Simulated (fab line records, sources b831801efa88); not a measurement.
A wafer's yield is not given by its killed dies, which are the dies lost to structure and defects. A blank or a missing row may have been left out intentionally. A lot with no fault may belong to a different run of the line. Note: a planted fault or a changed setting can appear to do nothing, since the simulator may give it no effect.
Which tool did it?    flow sfq line    14 lots with 42 wafers sampled at 4 steps, on a route of 325 steps

## WHAT EACH GAUGE READ, for each wafer
The record lacks any reading of a measuring or inspecting step that a usual standard deviation could be used to judge.

## TOOL THAT RAN EACH LOT (tool first, then ch and the chambers of the sampled wafers, then the start)
lot   SFQ_TRILAYER_R5_DEP_SPUTTER_132  SFQ_TRILAYER_R5_DEP_SPUTTER_134  SFQ_TRILAYER_R5_LITHO_COAT_136     SFQ_TRILAYER_R5_BARC_OPEN_METAL_ETCH_177
L590  pvd sputter-05, day 61 05:45     pvd sputter-05, day 61 05:49     litho track-02 ch 0, day 61 06:19  rie metal-03 ch 0,1, day 61 12:37
L592  pvd sputter-03, day 61 20:45     pvd sputter-03, day 61 20:49     litho track-01 ch 0, day 61 21:22  rie metal-02 ch 0,1, day 62 01:49
L593  pvd sputter-05, day 62 21:52     pvd sputter-05, day 62 21:56     litho track-01 ch 0, day 62 22:26  rie metal-02 ch 0,1, day 66 20:23
L594  pvd sputter-05, day 63 03:20     pvd sputter-05, day 63 03:25     litho track-01 ch 0, day 63 03:55  rie metal-01 ch 0,1, day 67 05:59
L595  pvd sputter-05, day 63 06:52     pvd sputter-05, day 63 06:56     litho track-01 ch 0, day 63 07:29  rie metal-02 ch 0,1, day 67 11:33
L599  pvd sputter-03, day 68 21:46     pvd sputter-03, day 68 21:50     litho track-01 ch 0, day 68 22:26  rie metal-01 ch 0,1, day 69 03:20
L602  pvd sputter-03, day 69 05:34     pvd sputter-03, day 69 05:38     litho track-04 ch 0, day 69 06:14  rie metal-01 ch 0,1, day 69 10:07
L603  pvd sputter-03, day 69 11:34     pvd sputter-03, day 69 11:38     litho track-01 ch 0, day 69 12:08  rie metal-02 ch 0,1, day 69 14:07
L604  pvd sputter-03, day 69 15:50     pvd sputter-03, day 69 15:55     litho track-04 ch 0, day 69 16:25  rie metal-02 ch 0,1, day 69 18:24
L605  pvd sputter-05, day 69 19:26     pvd sputter-05, day 69 19:31     litho track-04 ch 0, day 69 20:01  rie metal-03 ch 0,1, day 69 22:44
L606  pvd sputter-05, day 69 22:26     pvd sputter-05, day 69 22:31     litho track-04 ch 0, day 69 23:01  rie metal-01 ch 0,1, day 70 01:16
L607  pvd sputter-03, day 69 23:34     pvd sputter-03, day 69 23:38     litho track-04 ch 0, day 70 00:11  rie metal-02 ch 1, day 70 02:28
L611  pvd sputter-03, day 71 01:23     pvd sputter-03, day 71 01:27     litho track-01 ch 0, day 71 01:57  rie metal-02 ch 1, day 71 04:25
L612  pvd sputter-05, day 71 08:31     pvd sputter-05, day 71 08:35     litho track-02 ch 0, day 71 09:08  rie metal-02 ch 1, day 71 11:06
- SFQ_TRILAYER_R5_DEP_SPUTTER_132: material Ti, target thk 5 nm, time 5 s.
- SFQ_TRILAYER_R5_DEP_SPUTTER_134: material Ti, target thk 5 nm, time 5 s.
- SFQ_TRILAYER_R5_LITHO_COAT_136: resist thk 600 nm.
- SFQ_TRILAYER_R5_BARC_OPEN_METAL_ETCH_177: etches BARC in O2, target depth 125 nm, time 41.7 s.

## WHAT THE TOOLS THEMSELVES READ (means of the sampled wafers that have a number; where no wafer has one, the mark that the record gives instead)
SFQ_TRILAYER_R5_DEP_SPUTTER_132.
lot   tool            throttle valve pct (%)
L590  pvd sputter-05  30.9
L592  pvd sputter-03  29.2
L593  pvd sputter-05  30.6
L594  pvd sputter-05  30.5
L595  pvd sputter-05  30.3
L599  pvd sputter-03  28.7
L602  pvd sputter-03  28.7
L603  pvd sputter-03  28.6
L604  pvd sputter-03  29.5
L605  pvd sputter-05  30.6
L606  pvd sputter-05  31.3
L607  pvd sputter-03  28.8
L611  pvd sputter-03  29.1
L612  pvd sputter-05  30.1

SFQ_TRILAYER_R5_DEP_SPUTTER_134.
lot   tool            throttle valve pct (%)
L590  pvd sputter-05  30.8
L592  pvd sputter-03  29.1
L593  pvd sputter-05  30.5
L594  pvd sputter-05  30.3
L595  pvd sputter-05  30.3
L599  pvd sputter-03  28.7
L602  pvd sputter-03  28.6
L603  pvd sputter-03  28.8
L604  pvd sputter-03  29.6
L605  pvd sputter-05  30.7
L606  pvd sputter-05  31.3
L607  pvd sputter-03  29.0
L611  pvd sputter-03  29.0
L612  pvd sputter-05  30.0

SFQ_TRILAYER_R5_LITHO_COAT_136.
lot   tool            chill plate temp C (C)  dispense pressure kPa (kPa)  spin speed rpm (rpm)
L590  litho track-02  22.99                   50                           2999.4
L592  litho track-01  22.98                   53                           3002.0
L593  litho track-01  23.18                   53                           3000.3
L594  litho track-01  22.90                   53                           1985.6
L595  litho track-01  23.03                   53                           1985.4
L599  litho track-01  22.96                   53                           2998.3
L602  litho track-04  23.04                   46                           2999.7
L603  litho track-01  22.96                   53                           3000.4
L604  litho track-04  23.07                   46                           3001.0
L605  litho track-04  23.00                   46                           3002.2
L606  litho track-04  22.86                   46                           3000.9
L607  litho track-04  23.03                   46                           2999.7
L611  litho track-01  22.95                   53                           3000.5
L612  litho track-02  22.91                   50                           2999.6

SFQ_TRILAYER_R5_BARC_OPEN_METAL_ETCH_177.
lot   tool          drypump motor current A (A)  oes product au (a.u.)
L590  rie metal-03  5.96                         0.683
L592  rie metal-02  5.68                         0.685
L593  rie metal-02  5.71                         0.683
L594  rie metal-01  6.20                         0.684
L595  rie metal-02  5.71                         0.684
L599  rie metal-01  6.20                         0.685
L602  rie metal-01  6.15                         0.685
L603  rie metal-02  5.70                         0.683
L604  rie metal-02  5.73                         0.684
L605  rie metal-03  5.93                         0.686
L606  rie metal-01  6.17                         0.688
L607  rie metal-02  5.77                         0.684
L611  rie metal-02  5.77                         0.684
L612  rie metal-02  5.72                         0.682

## THE ANSWER, worked out from the rows above alone
Rule: the usual values come from the lots themselves. The widest of any qualifying gaps counts: lots, ordered by their means at a reading, are off when they make up no more than a third of the lots, leave a main group of 4 or more, and stand apart from it by 3 or more times the standard deviation of that group's means. A main group whose means are all the same, to the digits that the tables above print for the reading, isn't used. Also off: a lot with no number at a reading for which 4 or more lots have one. The other lots that the step has rows for count as sound. After the gauges, taken in route order, come the tools' own readings; for these a lot's mean is taken, as printed above. The first step at which some lot is off is used, and at that step the reading that is off furthest; a lot without a number counts as furthest.
Off: L594, L595 (SFQ_TRILAYER_R5_LITHO_COAT_136, spin speed rpm). Main group: mean 3000.3 rpm, sd 1.1.
A tool fits if, at that step or a process step before it, it ran every lot that is off, and no sound lot after the first of them. Of those tried, none fits.

## WHAT WAS PUT IN BY THE SIMULATOR
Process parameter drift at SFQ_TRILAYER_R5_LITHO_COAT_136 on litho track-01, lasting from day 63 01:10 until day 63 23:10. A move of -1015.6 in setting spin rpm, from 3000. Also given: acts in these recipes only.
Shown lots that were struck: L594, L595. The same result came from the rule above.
